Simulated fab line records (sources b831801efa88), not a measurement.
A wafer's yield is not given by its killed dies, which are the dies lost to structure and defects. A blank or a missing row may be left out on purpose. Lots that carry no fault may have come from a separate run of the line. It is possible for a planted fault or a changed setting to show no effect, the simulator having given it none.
One fault seen from 2 desks || flow sfq-line || each desk holds nothing but its own numbers, with what lay behind them at the end

== AT THE TOOL OWNER'S DESK: rie-diel-04 ==
The tool's own readings at SFQ_TRILAYER_I4_VIA_BARC_OPEN_VIA_ETCH_146 (etches BARC in O2, target depth 125 nm, time 41.7 s): means of the sampled wafers that have a number, for each lot that ran on this tool. The brackets show how far a lot's mean lies from the usual mean; more than 4 standard deviations puts the lot out of limits, marked OUT.
Columns: A = drypump-motor-current-A at SFQ_TRILAYER_I4_VIA_BARC_OPEN_VIA_ETCH_146, usual 5.5 A; B = oes-product-au at SFQ_TRILAYER_I4_VIA_BARC_OPEN_VIA_ETCH_146, usual 0.685 a.u.; C = run-length-s at SFQ_TRILAYER_I4_VIA_BARC_OPEN_VIA_ETCH_146, usual 70.2 s
{"lot": "L272", "first seen here": "day 59 15:20", "A": 5.6, "B": 0.690, "C": 70.2}
{"lot": "L280", "first seen here": "day 64 03:42", "A": 5.4, "B": 0.680, "C": 70.0}
{"lot": "L285", "first seen here": "day 65 04:54", "A": 5.2, "B": "0.659 (-5.2) OUT", "C": "73.0 (+6.7) OUT"}
{"lot": "L286", "first seen here": "day 65 13:26", "A": 5.0, "B": 0.669, "C": "73.2 (+7.3) OUT"}
{"lot": "L287", "first seen here": "day 65 18:14", "A": 5.2, "B": 0.680, "C": 71.3}
This desk's verdict: out of limits on L285, L286, starting with L285 at day 65 04:54 (oes-product-au at SFQ_TRILAYER_I4_VIA_BARC_OPEN_VIA_ETCH_146). L272, L280, L287: within limits.

== METROLOGY DESK ==
What the gauges read, lot by lot, whatever tool the lot ran on: means of the sampled wafers that have a number. The brackets show how far a lot's mean lies from the usual mean; more than 4 standard deviations puts the lot out of limits, marked OUT.
Columns: A = I4_BOW at SFQ_I4_BOW_MEAS_927, usual 4 um; B = I4_OVL at SFQ_I4_OVL_MEAS_928, usual 3 nm
{"lot": "L272", "first seen here": "day 54 06:55", "A": -1, "B": 2}
{"lot": "L280", "first seen here": "day 59 15:41", "A": 5, "B": 8}
{"lot": "L285", "first seen here": "day 60 18:28", "A": -8, "B": 1}
{"lot": "L286", "first seen here": "day 61 04:23", "A": 5, "B": 4}
{"lot": "L287", "first seen here": "day 61 07:28", "A": -4, "B": -1}
{"lot": "L292", "first seen here": "day 62 19:26", "A": 11, "B": 12}
{"lot": "L294", "first seen here": "day 63 01:30", "A": 10, "B": -5}
This desk's finding: nothing out of limits on any of the 7 lots.

== ALL TOGETHER ==
An alarm could have come from the tool owner's desk at day 65 04:54, on L285, L286.
From the metrology desk's view, nothing was out of limits.
The metrology desk holds a record of L285, L286, inside its limits.
Every lot named ran SFQ_TRILAYER_I4_VIA_BARC_OPEN_VIA_ETCH_146 on rie-diel-04.

== WHAT HAD BEEN PUT IN BY THE SIMULATOR ==
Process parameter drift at SFQ_TRILAYER_I4_VIA_BARC_OPEN_VIA_ETCH_146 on rie-diel-04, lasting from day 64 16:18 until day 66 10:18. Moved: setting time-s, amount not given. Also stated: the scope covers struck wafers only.
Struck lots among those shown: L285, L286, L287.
Delay in hours, fault start to first out-of-limits reading, by desk: the tool owner's desk at 13.
